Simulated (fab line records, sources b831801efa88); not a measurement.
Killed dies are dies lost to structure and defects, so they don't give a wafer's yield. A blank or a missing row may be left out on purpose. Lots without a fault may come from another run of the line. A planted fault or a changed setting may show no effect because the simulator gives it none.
One fault seen from 2 desks | flow sky130 | each desk has only its own numbers; what lay behind them comes last

THE METROLOGY DESK
What the gauges read, lot by lot, whatever tool the lot ran on: means of the sampled wafers that have a number. A lot is out of limits, marked OUT, if its mean lies more than 4 standard deviations from the usual mean; the brackets give that distance. Of its 10 readings 7 are shown: those that lie furthest out on some lot.
Columns: A = VT_ADJUST_PCH_TW at SKY_VT_ADJUST_PCH_TW_MEAS_10, usual 143.1; B = SONOS_TUNNEL_OVL at SKY_SONOS_TUNNEL_OVL_MEAS_08, usual -0.1 nm; C = SONOS_TUNNEL_TW at SKY_SONOS_TUNNEL_TW_MEAS_12, usual 197.7; D = SONOS_ONO_OXIDATION_THK at SKY_SONOS_ONO_THK_MEAS_01, usual 2.61 nm; E = SONOS_ONO_CVD_02_THK at SKY_SONOS_ONO_THK_MEAS_03, usual 10.53 nm; F = SONOS_ONO_CVD_04_THK at SKY_SONOS_ONO_THK_MEAS_05, usual 5.64 nm; G = SONOS_ONO_OVL at SKY_SONOS_ONO_OVL_MEAS_14, usual 0.1 nm
lot  | first seen here | A     | B    | C     | D    | E     | F    | G
L634 | day 12 17:56    | 144.4 | -2.3 | 194.5 | 2.59 | 10.73 | 5.59 | 1.8
L635 | day 13 05:59    | 142.9 | -1.0 | 194.9 | 2.69 | 10.57 | 5.60 | -2.0
L639 | day 14 15:02    | 142.8 | -1.1 | 197.2 | 2.61 | 10.54 | 5.68 | 1.6
L644 | day 16 14:02    | 143.3 | 0.8  | 200.3 | 2.71 | 10.55 | 5.82 | -0.7
L646 | day 17 01:56    | 143.1 | 1.2  | 198.8 | 2.65 | 10.40 | 5.57 | 1.8
L649 | day 18 00:35    | 142.3 | -0.8 | 195.8 | 2.58 | 10.47 | 5.84 | 0.9
This desk's finding: nothing out of limits on any of the 6 lots.

THE TOOL OWNER'S DESK: implanter-03
The tool's own readings at SKY_SONOS_TUNNEL_IMPLANT_09: means of the sampled wafers that have a number, for each lot that ran on this tool. A lot is out of limits, marked OUT, if its mean lies more than 4 standard deviations from the usual mean; the brackets give that distance.
Columns: A = beam_energy_keV at SKY_SONOS_TUNNEL_IMPLANT_09, usual 20.001; B = end_station_pressure_torr at SKY_SONOS_TUNNEL_IMPLANT_09, usual 4.98e-06 Torr
lot  | first seen here | A      | B
L634 | day 13 18:52    | 20.001 | 4.90e-06
L635 | day 14 07:49    | 20.002 | 5.02e-06
L644 | day 17 19:43    | 19.994 | 4.89e-06
This desk's finding: nothing out of limits on any of the 3 lots.

PUT TOGETHER
The metrology desk saw nothing out of limits.
The tool owner's desk saw nothing out of limits.

WHAT THE SIMULATOR HAD PUT IN
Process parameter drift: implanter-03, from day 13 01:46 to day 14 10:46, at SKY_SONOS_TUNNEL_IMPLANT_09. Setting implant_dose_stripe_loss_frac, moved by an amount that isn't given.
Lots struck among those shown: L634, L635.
